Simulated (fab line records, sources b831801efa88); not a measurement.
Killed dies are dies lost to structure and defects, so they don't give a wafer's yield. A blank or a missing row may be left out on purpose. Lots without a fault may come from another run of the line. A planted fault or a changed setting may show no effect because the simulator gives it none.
fab line records | flow sky130
record lots=14 wafers=42 last_day=50
route steps=708 shown LI_CONTACT@375 LOCAL_INTERCONNECT@399 METAL1@437 METAL5@661
lots that met no fault: from a run of the same line without faults
start_h: hours from the record's first day to the start of the lot's first wafer shown | wait_h: hours since the lot's step before | " the same as in the row above | L1.1+2: a row that stands for several wafers | - no value, or no start given | * or withheld: withheld | < > ~ a bound
route shown NAME@n: a module of which the file shows steps, and the number in the route of the first | usual: mean/standard deviation of fault-free wafers | same: alike in all rows | chamber/n: place in a boat | sites: the reading at each site | _std_site: their standard deviation | _edge_site: outer sites' mean less inner sites' | radius_mm: how far each site lies from the wafer's centre | mask NAME#n: copy n | behind: the tool/chamber that last shaped the wafer | hold: why the lot was held/for how many hours/how that ended | device: the transistor (n, p or np) that didn't switch | end of line: the same wafers' tests at the end of the route | a step without rows: its recipe alone | killed: dies lost to structure and defects at the first sort, not the wafer's yield | map: a wafer's dies, x killed, . not, _ none there
set.NAME: the setting as run; set.NAME@STEP: as run at that earlier step | model.NAME: the simulator's own value behind a step, which no gauge read
steps of the route over a sample of lots; a table a step, a row a wafer
services: from which hour (start_h, from the record's first day; less than 0 if before it) a tool's chamber was out of use, for how many hours, and why
## steps
# step SKY_LI_CONTACT_OVL_MEAS_13
# usual LI_CONTACT_OVL=-4/6.2
# columns lot.wafer tool chamber start_h wait_h LI_CONTACT_OVL[nm]
L171.1 overlay-01 - 673.45 0.1 -7
L171.4 " - " " -16
L171.6 " - " " -16
L172.1 overlay-01 - 682.36 0.1 -4
L172.4 " - " " -3
L172.5 " - " " 4
L174.2 overlay-02 - 697.15 0.1 -12
L174.3 " - " " -8
L174.5 " - " " -2
L176.2 overlay-02 - 718.80 0.1 -7
L176.3 " - " " -6
L176.5 " - " " -13
L177.1 overlay-02 - 720.85 0.1 -4
L177.2 " - " " -1
L177.4 " - " " -3
L178.2 overlay-02 - 731.91 0.1 4
L178.3 " - " " 3
L178.4 " - " " 13
L187.1 overlay-01 - 807.44 0.1 -14
L187.2 " - " " -6
L187.5 " - " " -16
L189.2 overlay-02 - 824.76 0.1 0
L189.4 " - " " -11
L189.6 " - " " -6
L188.2 overlay-02 - 828.86 0.1 -2
L188.3 " - " " -2
L188.6 " - " " 3
L190.1 overlay-01 - 835.86 0.1 -3
L190.5 " - " " -11
L190.6 " - " " -9
L191.1 overlay-01 - 838.01 0.1 5
L191.2 " - " " 13
L191.5 " - " " 3
L192.1 overlay-01 - 843.15 0.1 -18
L192.2 " - " " 0
L192.4 " - " " -1
L193.1 overlay-01 - 848.39 0.1 2
L193.3 " - " " 5
L193.4 " - " " -1
L194.2 overlay-01 - 853.76 0.1 1
L194.5 " - " " -4
L194.6 " - " " -3
# step SKY_LOCAL_INTERCONNECT_OVL_MEAS_12
# usual LOCAL_INTERCONNECT_OVL=0/5.7
# columns lot.wafer tool chamber start_h wait_h LOCAL_INTERCONNECT_OVL[nm]
L171.1 overlay-01 - 702.56 0.1 -1
L171.4 " - " " -3
L171.6 " - " " -11
L172.1 overlay-01 - 711.52 0.1 0
L172.4 " - " " -4
L172.5 " - " " 3
L174.2 overlay-02 - 726.30 0.1 1
L174.3 " - " " 9
L174.5 " - " " 4
L176.2 overlay-02 - 747.68 0.1 -2
L176.3 " - " " 2
L176.5 " - " " 8
L177.1 overlay-02 - 750.06 0.1 -1
L177.2 " - " " 7
L177.4 " - " " 3
L178.2 overlay-01 - 760.06 0.1 -3
L178.3 " - " " 3
L178.4 " - " " 2
L187.1 overlay-02 - 836.21 0.1 2
L187.2 " - " " -1
L187.5 " - " " 2
L189.2 overlay-02 - 852.31 0.1 -2
L189.4 " - " " -3
L189.6 " - " " -7
L188.2 overlay-01 - 856.53 0.1 -6
L188.3 " - " " -1
L188.6 " - " " -9
L190.1 overlay-02 - 863.31 0.1 10
L190.5 " - " " 8
L190.6 " - " " 3
L191.1 overlay-02 - 865.67 0.1 3
L191.2 " - " " -3
L191.5 " - " " 7
L192.1 overlay-01 - 869.67 0.1 7
L192.2 " - " " 9
L192.4 " - " " 7
L193.1 overlay-01 - 876.16 0.1 -10
L193.3 " - " " 0
L193.4 " - " " 1
L194.2 overlay-01 - 880.91 0.1 -14
L194.5 " - " " -9
L194.6 " - " " -10
# step SKY_METAL1_SPUTTER_03
# recipe material=Ti target_thk_nm=5 power_w=3000 time_s=3.3 chamber_pressure_pa=0.4
# usual cathode_dc_power_W=3000.0/0.51 chamber_pressure_pa=0.4000/0.00083 throttle_valve_pct=31.0/1.3
# same time_s=3.3
# columns lot.wafer tool chamber start_h wait_h cathode_dc_power_W chamber_pressure_pa throttle_valve_pct
L171.1 pvd_sputter-03 - 733.26 0.0 2999.9 0.3993 29.7
L171.4 " - " " 2999.8 0.4006 28.6
L171.6 " - " " 3000.6 0.3988 29.5
L172.1 pvd_sputter-02 - 741.98 0.0 3000.9 0.4002 30.1
L172.4 " - " " 3000.8 0.4000 29.2
L172.5 " - " " 2999.9 0.3986 30.2
L174.2 pvd_sputter-03 - 757.26 0.0 3000.0 0.4017 30.6
L174.3 " - " " 3001.0 0.4008 28.8
L174.5 " - " " 3000.6 0.3998 32.7
L176.2 pvd_sputter-03 - 778.21 0.0 2999.7 0.3999 31.0
L176.3 " - " " 2999.4 0.3993 29.6
L176.5 " - " " 3000.3 0.4006 32.4
L177.1 pvd_sputter-03 - 780.09 0.0 2999.4 0.3990 30.5
L177.2 " - " " 3000.0 0.3999 28.8
L177.4 " - " " 3000.2 0.4002 32.1
L178.2 pvd_sputter-02 - 789.61 0.0 3000.0 0.3992 29.2
L178.3 " - " " 2999.8 0.3988 30.4
L178.4 " - " " 3000.1 0.4014 32.5
L187.1 pvd_sputter-04 - 864.97 0.0 3000.0 0.4015 32.2
L187.2 " - " " 3000.0 0.4003 32.4
L187.5 " - " " 3000.0 0.4000 30.9
L189.2 pvd_sputter-02 - 880.23 0.0 3000.2 0.3995 30.5
L189.4 " - " " 3000.0 0.3998 29.2
L189.6 " - " " 3000.5 0.3996 30.1
L188.2 pvd_sputter-04 - 884.78 0.0 3000.4 0.4001 31.3
L188.3 " - " " 2999.4 0.3990 30.8
L188.6 " - " " 3000.7 0.3997 30.7
L190.1 pvd_sputter-04 - 892.39 0.0 3000.4 0.4003 32.3
L190.5 " - " " 2999.6 0.3993 32.2
L190.6 " - " " 3000.0 0.4002 31.2
L191.1 pvd_sputter-03 - 894.56 0.0 2999.8 0.4003 29.7
L191.2 " - " " 3000.2 0.4001 30.9
L191.5 " - " " 3000.5 0.4005 32.3
L192.1 pvd_sputter-02 - 898.37 0.0 3000.7 0.4002 30.0
L192.2 " - " " 3000.8 0.3985 30.3
L192.4 " - " " 2998.7 0.3992 32.6
L193.1 pvd_sputter-02 - 905.23 0.0 3000.4 0.4013 32.9
L193.3 " - " " 2999.6 0.3998 30.5
L193.4 " - " " 3000.3 0.3995 32.8
L194.2 pvd_sputter-03 - 910.71 0.0 3000.0 0.4009 28.4
L194.5 " - " " 3000.0 0.4006 32.6
L194.6 " - " " 3000.1 0.4012 30.6
# step SKY_METAL5_SPUTTER_00
# recipe material=Ti target_thk_nm=15 power_w=3000 time_s=10 chamber_pressure_pa=0.4
# usual cathode_dc_power_W=3000.1/0.55 chamber_pressure_pa=0.4000/0.00082 throttle_valve_pct=30.4/1.3 time_s=10/0
# columns lot.wafer tool chamber start_h wait_h cathode_dc_power_W chamber_pressure_pa throttle_valve_pct time_s
L171.1 pvd_sputter-01 - 1002.32 0.1 3000.6 0.3987 30.0 10
L171.4 " - " " 3000.1 0.4005 28.6 10
L171.6 " - " " 2999.7 0.3986 30.0 10
L172.1 pvd_sputter-01 - 1011.47 0.1 3000.1 0.4004 30.0 10
L172.4 " - " " 2999.5 0.3999 30.4 10
L172.5 " - " " 3000.7 0.3996 29.9 10
L174.2 pvd_sputter-03 - 1023.72 0.2 3000.3 0.4006 30.6 10
L174.3 " - " " 3000.3 0.3999 29.7 10
L174.5 " - " " 3000.0 0.4007 30.0 10
L176.2 pvd_sputter-04 - 1041.29 0.1 3000.2 0.3995 30.7 10
L176.3 " - " " 2999.3 0.3997 30.8 10
L176.5 " - " " 2999.0 0.4003 31.1 10
L177.1 pvd_sputter-03 - 1042.03 0.2 - - - -
L177.2 " - " " - - - -
L177.4 " - " " - - - -
L178.2 pvd_sputter-04 - 1052.43 0.2 - - - -
L178.3 " - " " - - - -
L178.4 " - " " - - - -
L187.1 pvd_sputter-03 - 1112.42 0.1 3000.2 0.3993 32.3 10
L187.2 " - " " 3000.0 0.3985 28.4 10
L187.5 " - " " 3000.9 0.3999 30.6 10
L189.2 pvd_sputter-04 - 1123.47 0.2 3000.3 0.3999 31.0 10
L189.4 " - " " 2999.7 0.3994 32.4 10
L189.6 " - " " 2999.6 0.3998 30.8 10
L188.2 pvd_sputter-01 - 1126.48 0.1 2999.7 0.3992 29.9 10
L188.3 " - " " 3001.0 0.3993 28.9 10
L188.6 " - " " 3000.3 0.4005 28.9 10
L190.1 pvd_sputter-04 - 1131.76 0.1 2999.3 0.3984 32.4 10
L190.5 " - " " 2999.5 0.3995 31.0 10
L190.6 " - " " 3000.2 0.4005 32.4 10
L191.1 pvd_sputter-03 - 1135.31 0.2 3001.2 0.4006 28.7 10
L191.2 " - " " 2999.7 0.4008 32.2 10
L191.5 " - " " 3001.3 0.4005 28.6 10
L192.1 pvd_sputter-03 - 1138.29 0.1 2999.8 0.3997 31.9 10
L192.2 " - " " 2999.5 0.3994 28.5 10
L192.4 " - " " 2999.9 0.3998 29.8 10
L193.1 pvd_sputter-01 - 1142.43 0.2 3000.3 0.3998 30.2 10
L193.3 " - " " 3000.0 0.3989 30.0 10
L193.4 " - " " 3000.2 0.3997 28.6 10
L194.2 pvd_sputter-03 - 1146.03 0.1 2999.8 0.4013 29.5 10
L194.5 " - " " 2999.8 0.4002 28.5 10
L194.6 " - " " 3000.7 0.4006 31.0 10
## services
# columns tool chamber start_h hours kind
pvd_sputter-04 - 720.61 0.5 repair
pvd_sputter-03 - 769.92 4.7 repair
pvd_sputter-01 - 821.99 3.1 repair
pvd_sputter-01 - 843.82 2.5 repair
pvd_sputter-02 - 882.17 6.3 repair
pvd_sputter-03 - 901.97 4.1 repair
pvd_sputter-04 - 1015.63 4.8 repair
pvd_sputter-02 - 1048.53 0.8 repair
pvd_sputter-01 - 1062.36 1.0 repair
pvd_sputter-04 - 1067.57 9.5 repair
pvd_sputter-03 - 1088.91 2.6 repair
pvd_sputter-04 - 1095.05 11.3 repair
pvd_sputter-01 - 1107.99 2.4 repair
pvd_sputter-03 - 1116.29 2.1 repair
pvd_sputter-04 - 1141.89 13.0 repair
## key
first_sign step=SKY_METAL5_SPUTTER_00 reading=tool_record direction=missing
effect none on later readings
met_at SKY_METAL5_SPUTTER_00
struck_lots L177,L178
later_rows_left_out L177.1,L177.2,L177.4,L178.2,L178.3,L178.4
sort_left_out L177.1,L177.2,L177.4,L178.2,L178.3,L178.4
not_acting_at SKY_LI_CONTACT_OVL_MEAS_13,SKY_LOCAL_INTERCONNECT_OVL_MEAS_12,SKY_METAL1_SPUTTER_03
onset_between 1041.29 1042.03
fault kind=skipped_step_whole tool=pvd_sputter-03,pvd_sputter-04 chamber=- onset_h=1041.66 steps=SKY_METAL5_SPUTTER_00 scope=struck_lots_only
# sort_left_out: the simulated sort isn't trusted on such a fault, so these wafers' sort isn't shown, and their yield isn't known
# later_rows_left_out: the simulator's readings of these wafers behind a module that went badly wrong aren't trusted and aren't shown, but for the sort
